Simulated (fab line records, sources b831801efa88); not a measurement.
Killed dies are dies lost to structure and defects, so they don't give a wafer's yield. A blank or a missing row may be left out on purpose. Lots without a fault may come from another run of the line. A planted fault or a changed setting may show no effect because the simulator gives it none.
Problem report in the 8D (eight disciplines) form, filled by code | flow gf180mcu | the parts of the form that need people (team, actions taken, sign-off) are left out

1. THE PROBLEM
SAB_CVD_00_THK at GF_SAB_THK_MEAS_01 reads a mean of 71.0 nm on 6 wafers of 2 lots; wafers without a fault read 50.3 nm with a standard deviation of 0.83. That is +25 standard deviations from the usual mean.
First seen on wafer L407.1, day 17 08:53, on film_metro-04. The record holds 39 wafers of 13 lots with a number at this step. Rule for "out", or "out of limits": more than 4 standard deviations from the usual mean. The other wafers with a number count as sound.

2. WHAT IT IS AND WHAT IT IS NOT
question                    | is                           | is not
which readings at this step | SAB_CVD_00_THK               | -
which lots                  | L407, L409                   | L398, L401, L402, L403, L405, L406, L410, L417, L418, L419, L420
which wafers of those lots  | all that have a number       | -
read on which gauges        | film_metro-01, film_metro-04 | film_metro-03
when                        | from day 17 08:53            | up to then (18 sound wafers); but 15 sound wafers of L410, L417, L418, L419, L420 came after

3. SUSPECTS, AND WHAT RULES EACH OUT
Counting: a tool at a process step up to the reading stays a suspect if it ran every lot that is out and no sound lot after the first of them.
- the gauge at GF_SAB_THK_MEAS_01: ruled out. The wafers that are out were read on 2 gauges (film_metro-01, film_metro-04).
- pecvd-01 at GF_SAB_CVD_00 (deposits SiO2 from TEOS, target thk 50 nm, time 4.9302 s): ruled out as a lasting fault. Sound lots L419 ran on it after its first lot that is out, L407 (day 17 08:52).
Left after counting: nothing in the record.

4. THE CAUSE (what the simulator had put in)
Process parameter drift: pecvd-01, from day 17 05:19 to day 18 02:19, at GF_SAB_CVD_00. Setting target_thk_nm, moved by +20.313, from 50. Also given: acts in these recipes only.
Counting ruled it out, wrongly: the rule takes a fault to strike every lot that its tool runs from its start on, and this one did not.

5. THE CHAIN OF EFFECTS, in route order
Each row: a reading whose mean over the struck wafers that have a number lies more than 3 standard deviations from the usual. Only readings for which the record gives a usual standard deviation are gone through. hours: the time from each lot's start at the first step in this table that gives one to its start at this step, as a median over the lots. sigmas: the change in usual standard deviations.
hours | step               | reading        | usual   | on struck wafers | change | sigmas
0     | GF_SAB_THK_MEAS_01 | SAB_CVD_00_THK | 50.3 nm | 71.0             | +20.8  | +25

6. WHAT WOULD HAVE CAUGHT IT SOONER
In this record the first reading out of limits at a measuring or inspecting step was taken at day 17 08:53, 4 hours after the fault began at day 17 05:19.
Of the tool readings at GF_SAB_CVD_00 for which the record gives a usual standard deviation, none was out on any struck wafer, so an alarm limit of 4 standard deviations on them would not have fired.
